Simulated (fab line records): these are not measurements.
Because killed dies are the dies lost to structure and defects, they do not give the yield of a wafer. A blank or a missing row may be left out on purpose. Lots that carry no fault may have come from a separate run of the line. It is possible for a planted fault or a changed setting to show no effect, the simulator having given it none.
Chamber matching / flow sfqLine / SFQ_TRILAYER_I4_CMP_CMP_100 on cmp-01 has 4 sister chambers
The step polishes SiO2. 4 wafers are shown with their chamber, then 8 later ones without.

== EACH WAFER AND ITS CHAMBER ==
wafer=L559.2; chamber=1; motorCurrentA (A)=10.9
wafer=L566.6; chamber=0; motorCurrentA (A)=10.9
wafer=L571.5; chamber=2; motorCurrentA (A)=10.8
wafer=L573.3; chamber=3; motorCurrentA (A)=10.4

== WAFERS WHOSE CHAMBER IS MISSING ==
wafer=L573.2; motorCurrentA (A)=10.7
wafer=L573.6; motorCurrentA (A)=10.2
wafer=L575.4; motorCurrentA (A)=11.6
wafer=L575.5; motorCurrentA (A)=10.7
wafer=L575.6; motorCurrentA (A)=9.5
wafer=L576.1; motorCurrentA (A)=9.9
wafer=L576.5; motorCurrentA (A)=10.6
wafer=L576.6; motorCurrentA (A)=11.2

== EACH ONE'S CHAMBER ==
wafer=L573.2; from the rows above=can't be placed: 2 or 0 or 1 or 3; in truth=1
wafer=L573.6; from the rows above=can't be placed: 3 or 2 or 0 or 1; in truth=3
wafer=L575.4; from the rows above=can't be placed: 0 or 1 or 2 or 3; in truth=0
wafer=L575.5; from the rows above=can't be placed: 2 or 0 or 1 or 3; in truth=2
wafer=L575.6; from the rows above=can't be placed: 3 or 2 or 0 or 1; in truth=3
wafer=L576.1; from the rows above=can't be placed: 3 or 2 or 0 or 1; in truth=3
wafer=L576.5; from the rows above=can't be placed: 3 or 2 or 0 or 1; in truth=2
wafer=L576.6; from the rows above=can't be placed: 0 or 1 or 2 or 3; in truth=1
Correctly placed: 0 of 8. These rows do not allow placing 8 (true chamber among the candidates in 8). Wrongly placed: 0.
How it was worked out, from the rows above alone: a wafer's distance from a chamber is the root of the sum, over the readings, of the square of ((its reading less the chamber's mean) divided by the reading's scatter). The wafer belongs to the nearest chamber; if the next one is less than 2 further off, it can't be placed. The mean given for a chamber averages the wafers shown for that chamber. The scatter: with one shown wafer a chamber, the root of the mean of the squares of how far each hidden wafer lies from its nearest shown one.
